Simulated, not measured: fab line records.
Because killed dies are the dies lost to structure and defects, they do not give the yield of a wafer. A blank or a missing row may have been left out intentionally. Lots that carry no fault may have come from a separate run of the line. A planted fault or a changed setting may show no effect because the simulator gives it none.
Comparing a struck lot with a sound one -- flow sky130 -- 15 steps out of a route of 708
Sound: these wafers, L401.1, L401.2, L401.4. Struck: wafers L408.2, L408.3, L408.6. The cause is named last.
For every step that has rows: the tool of each side, followed by ch and its chambers, followed by its first start. Under that, the readings that differ: sound wafers -- struck wafers -- difference of the means -- sigmas: that difference in standard deviations of wafers without a fault.
alike: a reading whose means differ by less than 2 such deviations, as well as words and numbers matching on both sides. not compared: withheld readings; readings where some wafer has no value; bounds like >300 that might hide an equal value; numbers whose values overlap and for which the record gives no deviation.
The two part at a step that has a row with sigmas, a row that says differs or no value, or rows on one side only. Numbers that don't overlap but have no deviation are shown without sigmas and don't part them. A reading missing from all wafers of one side parts the sides only when that side holds two or more wafers.

first, 7 steps without rows for these wafers: SKY_METAL3_HMDS_06 (prime time 60 s); SKY_METAL3_COAT_07 (resist thk 60 nm); SKY_METAL3_COAT_08 (resist thk 1140 nm); SKY_METAL3_SOFTBAKE_09 (time 90 s); SKY_METAL3_EXPOSE_10 (exposes mask MM3, target cd 300 nm); SKY_METAL3_PEB_11; SKY_METAL3_DEVELOP_12 (develop time 60 s).
SKY_METAL3_CD_MEAS_13: the cd target is 300 nm.
  sound on cd_sem-01 at day 43 04:12; struck on cd_sem-01 at day 43 21:52
  alike: cd_nm
SKY_METAL3_OVL_MEAS_14:
  sound on overlay-01 at day 43 04:19; struck on overlay-02 at day 43 21:58
  alike: METAL3_OVL
SKY_METAL3_DESCUM_15: chemistry O2, time 8 s.
  sound on rie_metal-03 ch 0,1, day 43 04:21; struck on rie_metal-03 ch 0,1, day 43 22:00
  alike: drypump_motor_current_A, oes_product_au, rf_fwd_power_W
  not compared: rf_hours_counter_h
SKY_METAL3_ETCH_16: etches BARC in N2/H2, stops on SiO2, time 88.2 s, target depth 60 nm.
  sound on rie_metal-03 ch 0,1, day 43 04:23; struck on rie_metal-03 ch 0,1, day 43 22:02
  alike: bias_w, drypump_motor_current_A, oes_product_au, rf_fwd_power_W, throttle_valve_pct
  not compared: rf_hours_counter_h
SKY_METAL3_ETCH_17: etches SiO2 in C4F8/O2/Ar, stops on TiN, time 3.9 s, target depth 15 nm.
  sound on rie_diel-02 ch 0,1,2, day 43 04:29; struck on rie_diel-01 ch 0,2, day 43 22:08
  alike: bias_w, oes_product_au, rf_fwd_power_W
  not compared: rf_hours_counter_h
SKY_METAL3_METAL_ETCH_18: etches the open film in Cl2/BCl3, stops on SiO2, target depth 845 nm, time 183.1 s.
  sound on rie_metal-04 ch 0,1, day 43 04:30; struck on rie_metal-04 ch 0,1, day 43 22:09
reading,sound,struck,difference,sigmas
bias_w (W),48.38 48.40 48.59,44.94 45.15 44.84,-3.48,-27
model.KrF-thick_of_METAL3_COAT_08.thk_nm (nm),523.4 519.1 515.5,539.6 542 542.9,+22.2,
  alike: drypump_motor_current_A, oes_product_au, rf_fwd_power_W, throttle_valve_pct
  not compared: rf_hours_counter_h
SKY_METAL3_STRIP_19: strips in O2/N2.
  sound on plasma_asher-03 ch 0,1, day 43 04:41; struck on plasma_asher-03 ch 0,1, day 43 22:20
reading,sound,struck,difference,sigmas
oes_product_au (a.u.),0.505 0.500 0.498,0.513 0.507 0.513,+0.010,+2
strip_time_to_endpoint_s (s),6.48 6.46 6.41,6.66 6.68 6.67,+0.22,+4
  alike: drypump_motor_current_A
  not compared: rf_hours_counter_h
-- the record jumps here: 6 days lie between the struck wafers' starts before and after (it left off in module METAL3 and takes up again in module PAD_OPEN, whose first step shown is number 708 of the route) --
SKY_PAD_OPEN_PROBE_99:
  sound on prober-01 at day 49 14:50; struck on prober-01 at day 50 04:28
reading,sound,struck,difference,sigmas
killed_at_M4_up,7 9 3,3 2 3,-4,-2
  alike: defect_limited_yield, killed_at_M0_to_M3, killed_at_contacts, killed_at_front_end, killed_at_other, killed_dies, killed_on_rim, killed_open, killed_short, sort_bin_3_pad_short, sort_bin_5_function, sort_bin_6_memory, sort_n_pass, sort_yield_pct

WHERE THEY PART
First at SKY_METAL3_METAL_ETCH_18; last, within this record, at SKY_PAD_OPEN_PROBE_99.

WHY: what had been put in by the simulator
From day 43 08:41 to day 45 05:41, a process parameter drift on rie_metal-04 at SKY_METAL3_METAL_ETCH_18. Setting bias_w shifted by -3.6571 from 48.5. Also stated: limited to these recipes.
